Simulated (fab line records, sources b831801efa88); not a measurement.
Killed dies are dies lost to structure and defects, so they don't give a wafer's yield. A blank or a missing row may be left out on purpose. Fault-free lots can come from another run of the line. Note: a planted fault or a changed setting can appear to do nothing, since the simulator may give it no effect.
Chamber matching || flow gf180mcu || 4 sister chambers for GF_V2_CMP_04 on cmp-01
The step polishes SiO2. 8 wafers are shown with their chamber, then 7 later ones without.

== WAFERS WITH THEIR CHAMBER ==
{"wafer": "L485.5", "chamber": 2, "edge zone pressure frac": 1.004, "motor current A (A)": 12.1}
{"wafer": "L488.2", "chamber": 1, "edge zone pressure frac": 0.999, "motor current A (A)": 12.6}
{"wafer": "L491.4", "chamber": 0, "edge zone pressure frac": 1.000, "motor current A (A)": 12.7}
{"wafer": "L491.6", "chamber": 2, "edge zone pressure frac": 1.001, "motor current A (A)": 12.9}
{"wafer": "L493.3", "chamber": 0, "edge zone pressure frac": 1.000, "motor current A (A)": 12.1}
{"wafer": "L493.6", "chamber": 3, "edge zone pressure frac": 0.996, "motor current A (A)": 13.0}
{"wafer": "L497.1", "chamber": 3, "edge zone pressure frac": 1.007, "motor current A (A)": 12.5}
{"wafer": "L497.2", "chamber": 1, "edge zone pressure frac": 0.994, "motor current A (A)": 11.3}

== WAFERS WITH NO CHAMBER GIVEN ==
{"wafer": "L497.3", "edge zone pressure frac": 1.000, "motor current A (A)": 11.9}
{"wafer": "L503.3", "edge zone pressure frac": 0.990, "motor current A (A)": 11.4}
{"wafer": "L503.5", "edge zone pressure frac": 0.999, "motor current A (A)": 12.9}
{"wafer": "L503.6", "edge zone pressure frac": 1.006, "motor current A (A)": 12.0}
{"wafer": "L508.2", "edge zone pressure frac": 1.003, "motor current A (A)": 11.9}
{"wafer": "L508.3", "edge zone pressure frac": 1.005, "motor current A (A)": 11.9}
{"wafer": "L508.5", "edge zone pressure frac": 1.003, "motor current A (A)": 12.2}

== WHICH CHAMBER EACH WENT THROUGH ==
{"wafer": "L497.3", "from the rows above": "can't be placed: 1 or 0 or 2 or 3", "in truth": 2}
{"wafer": "L503.3", "from the rows above": "can't be placed: 1 or 0 or 2 or 3", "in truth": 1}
{"wafer": "L503.5", "from the rows above": "can't be placed: 3 or 0 or 2 or 1", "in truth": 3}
{"wafer": "L503.6", "from the rows above": "can't be placed: 2 or 0 or 3 or 1", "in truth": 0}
{"wafer": "L508.2", "from the rows above": "can't be placed: 2 or 0 or 3 or 1", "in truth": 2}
{"wafer": "L508.3", "from the rows above": "can't be placed: 2 or 0 or 3 or 1", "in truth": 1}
{"wafer": "L508.5", "from the rows above": "can't be placed: 2 or 0 or 3 or 1", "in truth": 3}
Placed correctly: 0 of 7. These rows do not allow placing 7 (true chamber among the candidates in 7). 0 placed wrongly.
How it was worked out, from the rows above alone: a wafer's distance from a chamber is the root of the sum, over the readings, of the square of ((its reading less the chamber's mean) divided by the reading's scatter). If the next closest chamber is less than 2 further off than the closest, the wafer can't be placed; otherwise it belongs to the closest. The mean given for a chamber averages the wafers shown for that chamber. How the scatter is found: for the shown wafers, subtract from each reading the mean of its chamber, square and add these, divide the total by (wafers less chambers), then take the root.
